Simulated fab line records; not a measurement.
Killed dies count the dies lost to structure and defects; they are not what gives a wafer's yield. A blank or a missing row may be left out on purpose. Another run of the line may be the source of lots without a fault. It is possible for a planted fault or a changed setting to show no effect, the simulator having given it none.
Which tool was responsible?	flow gf180mcu	18 wafers from 6 lots sampled at 4 of the route's 602 steps

## WHAT THE GAUGES SHOWED, per wafer
GF_V1_OVL_MEAS_15.
lot	measured	on	V1_OVL (nm)
L309	day 19 23:50	overlay-02	2 -10 -4
L310	day 20 11:53	overlay-02	3 -8 -2
L313	day 22 06:04	overlay-01	-3 -3 -8
L320	day 23 17:56	overlay-02	-8 4 -6
L324	day 25 08:47	overlay-01	-5 -13 -4
L329	day 26 15:47	overlay-02	-3 0 -3

## EACH LOT AND THE TOOL THAT RAN IT (in order: tool; ch and the chambers of the sampled wafers; start)
lot	GF_CONTACT_ETCH_17	GF_CONTACT_STRIP_18	GF_M1_METAL_ETCH_16
L309	rie diel-01 ch 0,1,3, day 17 19:00	plasma asher-02 ch 0, day 17 19:58	rie metal-04 ch 0,1, day 18 21:11
L310	rie diel-01 ch 0,1,3, day 18 07:00	plasma asher-04 ch 1, day 18 07:31	rie metal-04 ch 0,1, day 19 09:44
L313	rie diel-02 ch 2,3, day 20 01:00	plasma asher-03 ch 0,1, day 20 01:54	rie metal-01 ch 1, day 21 03:50
L320	rie diel-02 ch 0,1,3, day 21 17:00	plasma asher-04 ch 0,1, day 21 17:35	rie metal-03 ch 1, day 22 17:50
L324	rie diel-04 ch 0,1,2, day 23 08:00	plasma asher-04 ch 0,1, day 23 08:30	rie metal-03 ch 0,1, day 24 09:14
L329	rie diel-01 ch 1,2,3, day 24 17:00	plasma asher-04 ch 1, day 24 17:53	rie metal-03 ch 0,1, day 25 16:52
- GF_CONTACT_ETCH_17: etches SiO2 in C4F8/O2/Ar, stops on CoSi2, target depth 860 nm.
- GF_CONTACT_STRIP_18: strips in O2/N2.
- GF_M1_METAL_ETCH_16: etches the open film in Cl2/BCl3, stops on SiO2, target depth 750.8 nm, time 125.1 s.

## THE ANSWER, worked out from the rows above alone
Rule: what is usual is taken from the lots themselves. The widest of any qualifying gaps counts: lots, ordered by their means at a reading, are off when they make up no more than a third of the lots, leave a main group of 4 or more, and stand apart from it by 3 or more times the standard deviation of that group's means. The tables above print the reading to a certain number of digits; a main group whose means all agree to those digits is not used. Also off: a lot with no number at a reading for which 4 or more lots have one. Where the step has rows for the other lots, those lots are counted as sound.
No lot is off at any reading shown: from this, nothing can be told.

## WHAT THE SIMULATOR PUT IN
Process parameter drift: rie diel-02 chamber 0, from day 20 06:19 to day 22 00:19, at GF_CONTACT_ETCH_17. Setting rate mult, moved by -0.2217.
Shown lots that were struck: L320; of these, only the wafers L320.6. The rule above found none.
